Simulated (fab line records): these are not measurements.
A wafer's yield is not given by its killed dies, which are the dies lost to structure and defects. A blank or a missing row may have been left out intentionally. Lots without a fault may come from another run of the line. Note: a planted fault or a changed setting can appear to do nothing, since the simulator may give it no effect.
Tool commonality check	flow gf180mcu	Sampled: 10 lots, 33 wafers

## WHAT PROMPTED THE OPENING
GF_PSD_TW_MEAS_11, reading PSD_TW: flagged on 1 of 10 lots. No-fault wafers: 3178, standard deviation 36.
Rule: a lot is flagged in two cases, either no wafer of it has a number, or all its wafers with numbers fall more than 4 standard deviations from that mean. The other lots count as sound.

lot	measured	on	PSD_TW, wafer by wafer	flag
L347	day 14 03:45	film-metro-02	3179 3167 3161	
L349	day 15 02:35	film-metro-04	3185 3187 3212	
L350	day 15 09:56	film-metro-03	3170 3159 3152	
L353	day 16 20:53	film-metro-03	3136 3129 3124	
L354	day 17 10:47	film-metro-03	3132 3147 3134	
L357	day 18 18:55	film-metro-04	3187 3204 3198	
L362	day 20 04:50	film-metro-02	30 30 30 30 30 30	FLAGGED
L367	day 21 10:52	film-metro-02	3194 3202 3161	
L368	day 21 20:00	film-metro-03	3132 3114 3126	
L369	day 22 04:59	film-metro-03	3115 3108 3113	
The numbers of the flagged lots are 30 on average: -3148 against the usual, or -87 standard deviations.

## TOOL THAT RAN EACH LOT
Before the reading, the record contains 2 process steps out of a 602-step route. Each cell gives the tool, then ch followed by the chambers the sampled wafers passed through, then the start.
lot	flag	GF_NSD_STRIP_11	GF_PSD_STRIP_10
L347		plasma-asher-01 ch 0,1, day 13 07:38	plasma-asher-01 ch 0,1, day 14 03:38
L349		plasma-asher-04 ch 0,1, day 14 06:08	plasma-asher-02 ch 0,1, day 15 02:29
L350		plasma-asher-01 ch 0,1, day 14 13:04	plasma-asher-02 ch 0,1, day 15 09:50
L353		plasma-asher-04 ch 0,1, day 15 22:41	plasma-asher-01 ch 0,1, day 16 20:47
L354		plasma-asher-03 ch 1, day 16 11:50	plasma-asher-01 ch 0,1, day 17 10:41
L357		plasma-asher-03 ch 0,1, day 17 18:46	plasma-asher-01 ch 1, day 18 18:49
L362	FLAGGED	plasma-asher-03 ch 0,1, day 19 04:07	plasma-asher-02 ch 0,1, day 20 04:44
L367		plasma-asher-01 ch 0,1, day 20 11:10	plasma-asher-01 ch 0,1, day 21 10:46
L368		plasma-asher-01 ch 0,1, day 20 19:55	plasma-asher-01 ch 0,1, day 21 19:55
L369		plasma-asher-03 ch 0, day 21 04:40	plasma-asher-02 ch 0,1, day 22 04:52
What these steps do:
- GF_NSD_STRIP_11: strips in O2/N2.
- GF_PSD_STRIP_10: strips in O2/N2.
- GF_PSD_TW_MEAS_11

## FLAGGED AGAINST TOTAL, ONE TOOL AT A TIME (gauges that did the reading follow at the end)
step	tool	lots run	flagged	share of the flagged lots	sound lots run after its first flagged lot
GF_NSD_STRIP_11	plasma-asher-01	4	0	none	-
GF_NSD_STRIP_11	plasma-asher-03	4	1	all	1 (L369)
GF_NSD_STRIP_11	plasma-asher-04	2	0	none	-
GF_PSD_STRIP_10	plasma-asher-01	6	0	none	-
GF_PSD_STRIP_10	plasma-asher-02	4	1	all	1 (L369)
GF_PSD_TW_MEAS_11	film-metro-02	3	1	all	1 (L367)
GF_PSD_TW_MEAS_11	film-metro-03	5	0	none	-
GF_PSD_TW_MEAS_11	film-metro-04	2	0	none	-

## WHAT THE TABLE PERMITS
Rows of the table that ran every flagged lot, 3 in all: plasma-asher-03 at GF_NSD_STRIP_11, plasma-asher-02 at GF_PSD_STRIP_10, film-metro-02 at GF_PSD_TW_MEAS_11.
- plasma-asher-03 at GF_NSD_STRIP_11 ran 4 lots, 1 of them flagged. Sound lots ran on it after the first flagged one (L369), which a lasting fault on the whole tool wouldn't allow. Its own readings lie more than 4 standard deviations out on every wafer of the flagged lots: oes-product-au.
- plasma-asher-02 at GF_PSD_STRIP_10 ran 4 lots, 1 of them flagged. Sound lots ran on it after the first flagged one (L369), which a lasting fault on the whole tool wouldn't allow. Its own readings lie more than 4 standard deviations out on every wafer of the flagged lots: oes-product-au, strip-time-to-endpoint-s.
- film-metro-02 at GF_PSD_TW_MEAS_11 ran 3 lots, 1 of them flagged. Sound lots ran on it after the first flagged one (L367), which a lasting fault on the whole tool wouldn't allow.
Every row of the table either missed a flagged lot or ran a sound lot after the first.

## WHAT THE SIMULATOR HAD INSERTED
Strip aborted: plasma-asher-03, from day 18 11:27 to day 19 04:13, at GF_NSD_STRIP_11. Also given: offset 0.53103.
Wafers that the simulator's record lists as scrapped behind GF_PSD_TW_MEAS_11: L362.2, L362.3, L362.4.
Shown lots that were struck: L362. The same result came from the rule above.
